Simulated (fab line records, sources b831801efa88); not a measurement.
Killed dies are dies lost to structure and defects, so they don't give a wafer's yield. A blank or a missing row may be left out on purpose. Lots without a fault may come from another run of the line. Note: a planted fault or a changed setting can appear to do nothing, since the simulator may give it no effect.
Matching of chambers || flow sky130 || SKY_VIA4_CMP_02 on cmp-02: 4 sister chambers
The step polishes SiO2. 14 wafers are shown with their chamber, then 7 later ones without.

== WAFERS WITH THEIR CHAMBER ==
{"wafer": "L140.1", "chamber": 2, "motor-current-A (A)": 10.8}
{"wafer": "L140.2", "chamber": 0, "motor-current-A (A)": 11.0}
{"wafer": "L140.3", "chamber": 3, "motor-current-A (A)": 11.4}
{"wafer": "L141.2", "chamber": 3, "motor-current-A (A)": 12.1}
{"wafer": "L141.3", "chamber": 0, "motor-current-A (A)": 10.5}
{"wafer": "L141.6", "chamber": 3, "motor-current-A (A)": 12.6}
{"wafer": "L143.1", "chamber": 0, "motor-current-A (A)": 10.1}
{"wafer": "L143.4", "chamber": 1, "motor-current-A (A)": 13.7}
{"wafer": "L143.5", "chamber": 0, "motor-current-A (A)": 10.2}
{"wafer": "L145.3", "chamber": 3, "motor-current-A (A)": 11.7}
{"wafer": "L145.4", "chamber": 0, "motor-current-A (A)": 11.1}
{"wafer": "L145.5", "chamber": 3, "motor-current-A (A)": 11.9}
{"wafer": "L157.3", "chamber": 2, "motor-current-A (A)": 12.0}
{"wafer": "L157.5", "chamber": 1, "motor-current-A (A)": 12.3}

SIGNATURES, as means of the wafers listed above
{"reading": "motor-current-A", "chamber 0": 10.580, "chamber 1": 13.000, "chamber 2": 11.400, "chamber 3": 11.940, "scatter within a chamber": 0.578}
Rule: a wafer lies at a distance from a chamber equal to the root of the sum of squares, over the readings, of (its reading less the chamber's mean, divided by the reading's scatter). If the next closest chamber is less than 2 further off than the closest, the wafer can't be placed; otherwise it belongs to the closest. The scatter: the root of (the sum of the squares of (reading less its chamber's mean) over the shown wafers, divided by (wafers less chambers)).

== WAFERS WITHOUT THEIR CHAMBER ==
{"wafer": "L157.6", "motor-current-A (A)": 10.9}
{"wafer": "L161.1", "motor-current-A (A)": 11.3}
{"wafer": "L161.3", "motor-current-A (A)": 11.0}
{"wafer": "L161.6", "motor-current-A (A)": 11.1}
{"wafer": "L162.1", "motor-current-A (A)": 12.9}
{"wafer": "L162.3", "motor-current-A (A)": 11.6}
{"wafer": "L162.4", "motor-current-A (A)": 11.9}

== CHAMBER TAKEN BY EACH ==
{"wafer": "L157.6", "from the rows above": "can't be placed: 0 or 2 or 3", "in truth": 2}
{"wafer": "L161.1", "from the rows above": "can't be placed: 2 or 3 or 0", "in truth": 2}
{"wafer": "L161.3", "from the rows above": "can't be placed: 2 or 0 or 3", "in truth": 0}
{"wafer": "L161.6", "from the rows above": "can't be placed: 2 or 0 or 3", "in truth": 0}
{"wafer": "L162.1", "from the rows above": "can't be placed: 1 or 3", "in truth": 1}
{"wafer": "L162.3", "from the rows above": "can't be placed: 2 or 3 or 0", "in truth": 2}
{"wafer": "L162.4", "from the rows above": "can't be placed: 3 or 2 or 1", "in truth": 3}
0 of 7 placed correctly. Cannot be placed on the basis of these rows: 7; the candidates contain the true chamber in 7. Placed wrongly: 0.
